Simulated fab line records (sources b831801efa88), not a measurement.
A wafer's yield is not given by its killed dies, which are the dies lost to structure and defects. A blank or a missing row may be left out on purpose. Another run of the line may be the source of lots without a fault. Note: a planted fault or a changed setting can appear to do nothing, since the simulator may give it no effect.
A lot that was struck, set against a sound lot ; flow sky130 ; 14 out of 708 route steps
Sound: wafers L214.2, L214.3, L214.5. Wafers struck: L221.3, L221.4, L221.5. At the end, the cause is stated.
Order at every step that has rows: each side's tool, ch and its chambers, its first start. Under that, the readings that differ: sound wafers ; struck wafers ; difference of the means ; sigmas: that difference in standard deviations of wafers without a fault.
alike: readings whose means differ by less than 2 such deviations, and words and numbers that are the same on both sides. not compared: withheld readings, readings that some wafer has no value for, bounds like >300 that may hide the same value, and numbers for which the record gives no deviation and whose values overlap.
Wherever a step has rows on one side only, a row that says differs or no value, or a row with sigmas, the two part there. Non-overlapping numbers with no deviation appear without sigmas and do not part them. Lack of a reading on every wafer of one side parts them only where that side has two or more wafers.

first, 2 steps without rows for these wafers: SKY_VIA3_CLEAN_18 (cleans in IPA, time 180 s); SKY_VIA3_CLEAN_19 (cleans in O3/DIW).
SKY_VIA3_SPUTTER_20: material TiN, target thk 20 nm, time 80 s.
  sound: pvd_sputter-03 at day 41 21:16; struck: pvd_sputter-04 at day 43 13:46
  alike: chamber_pressure_pa, throttle_valve_pct
then, 1 step without rows for these wafers: SKY_VIA3_CVD_21 (deposits W, target thk 390 nm, time 117.31 s).
SKY_VIA3_RS_MEAS_22: a four-point-probe measurement.
  sound: film_metro-03 at day 41 21:28; struck: film_metro-01 at day 43 13:59
  alike: VIA3_W_RS
SKY_VIA3_THK_MEAS_23: measures by xrf.
  sound: film_metro-03 at day 41 21:34; struck: film_metro-01 at day 43 14:05
  alike: VIA3_W_THK
SKY_VIA3_CMP_24: polishes, stops on SiO2, t overpolish 20 s, target thk 0 nm.
  sound on cmp-01 ch 2,3, day 41 21:40; struck on cmp-02 ch 0,1,3, day 43 14:07
  alike: motor_current_A, overpolish_run_s, time_to_endpoint_s
SKY_METAL4_SPUTTER_00: material Ti, target thk 15 nm, time 10 s.
  sound: pvd_sputter-01 at day 41 21:55; struck: pvd_sputter-03 at day 43 14:25
  alike: chamber_pressure_pa, throttle_valve_pct
then, 1 step without rows for these wafers: SKY_METAL4_SPUTTER_01 (material TiN, target thk 20 nm, time 16.32 s).
SKY_METAL4_SPUTTER_02: material AlCu, target thk 735 nm, time 39.1 s.
  sound: pvd_sputter-01 at day 41 21:58; struck: pvd_sputter-03 at day 43 14:28
  alike: chamber_pressure_pa, throttle_valve_pct
then, 1 step without rows for these wafers: SKY_METAL4_SPUTTER_03 (material Ti, target thk 5 nm, time 3.3 s).
SKY_METAL4_SPUTTER_04: material TiN, target thk 70 nm, time 58.3 s.
  sound: pvd_sputter-01 at day 41 22:02; struck: pvd_sputter-03 at day 43 14:32
  alike: chamber_pressure_pa, throttle_valve_pct
SKY_CAP2M_CVD_00: deposits SiO2, target thk 15.5 nm.
  sound on pecvd-03 ch 0,1, day 41 22:04; struck on pecvd-03 ch 0,2, day 43 14:35
  no value came back on the struck wafers for heater_power_outer_w (W), heater_power_w (W), susceptor_temp_C (C); on the sound wafers heater_power_outer_w (W) reads 409 495 480
SKY_PAD_OPEN_PROBE_99:
  the record has rows for the sound wafers here (prober-01, day 47 15:01) and none for the struck ones

## WHERE THEY PART
At SKY_CAP2M_CVD_00 first; at SKY_PAD_OPEN_PROBE_99 last (within this record only).

WHY: what had been put in by the simulator
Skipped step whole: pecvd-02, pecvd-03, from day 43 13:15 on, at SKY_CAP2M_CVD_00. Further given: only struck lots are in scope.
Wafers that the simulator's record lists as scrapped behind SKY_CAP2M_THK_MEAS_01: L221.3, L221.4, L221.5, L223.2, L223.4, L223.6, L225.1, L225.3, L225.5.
